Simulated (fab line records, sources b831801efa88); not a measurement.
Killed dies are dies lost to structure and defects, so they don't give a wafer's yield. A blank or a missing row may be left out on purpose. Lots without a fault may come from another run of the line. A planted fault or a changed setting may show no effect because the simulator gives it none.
One fault seen from 2 desks | flow gf180mcu | each desk has only its own numbers; what lay behind them comes last

THE TOOL OWNER'S DESK: pvd_sputter-04
The tool's own readings at GF_M2_SPUTTER_04 (material TiN, target thk 50 nm, time 41.7 s): means of the sampled wafers that have a number, for each lot that ran on this tool. A lot is out of limits, marked OUT, if its mean lies more than 4 standard deviations from the usual mean; the brackets give that distance.
Columns: A = cathode_dc_power_W at GF_M2_SPUTTER_04, usual 6499.8 W; B = throttle_valve_pct at GF_M2_SPUTTER_04, usual 30.1 %
lot  | first seen here | A      | B
L555 | day 22 04:56    | 6500.8 | 28.8
L557 | day 23 11:09    | 6499.2 | 29.4
L565 | day 26 10:41    | 6499.5 | 29.9
L566 | day 26 17:32    | 6499.9 | 29.4
This desk's finding: nothing out of limits on any of the 4 lots.

THE METROLOGY DESK
What the gauges read, lot by lot, whatever tool the lot ran on: means of the sampled wafers that have a number. A lot is out of limits, marked OUT, if its mean lies more than 4 standard deviations from the usual mean; the brackets give that distance. Of its 9 readings 7 are shown: those that lie furthest out on some lot.
Columns: A = V1_W_RS at GF_V1_RS_MEAS_24, usual 0.330 ohm/sq; B = V1_W_THK at GF_V1_THK_MEAS_25, usual 346 nm; C = M2_ALCU_RS at GF_M2_RS_MEAS_05, usual 0.0696 ohm/sq; D = M2_ALCU_THK at GF_M2_THK_MEAS_06, usual 452 nm; E = V2_CVD_00_THK at GF_V2_THK_MEAS_01, usual 602 nm; F = V2_CVD_02_THK at GF_V2_THK_MEAS_03, usual 849 nm; G = V2_BOW at GF_V2_BOW_MEAS_05, usual 100 um
lot  | first seen here | A     | B   | C      | D   | E   | F   | G
L543 | day 18 17:26    | 0.325 | 349 | 0.0696 | 449 | 603 | 850 | 101
L553 | day 21 17:47    | 0.329 | 344 | 0.0697 | 450 | 597 | 848 | 96
L555 | day 22 04:17    | 0.326 | 350 | 0.0701 | 450 | 601 | 855 | 112
L557 | day 23 10:31    | 0.332 | 346 | 0.0704 | 448 | 611 | 861 | 99
L565 | day 26 10:04    | 0.335 | 344 | 0.0698 | 430 | 599 | 851 | 111
L566 | day 26 16:55    | 0.328 | 353 | 0.0692 | 432 | 600 | 851 | 108
This desk's finding: nothing out of limits on any of the 6 lots.

PUT TOGETHER
The tool owner's desk saw nothing out of limits.
The metrology desk saw nothing out of limits.

WHAT THE SIMULATOR HAD PUT IN
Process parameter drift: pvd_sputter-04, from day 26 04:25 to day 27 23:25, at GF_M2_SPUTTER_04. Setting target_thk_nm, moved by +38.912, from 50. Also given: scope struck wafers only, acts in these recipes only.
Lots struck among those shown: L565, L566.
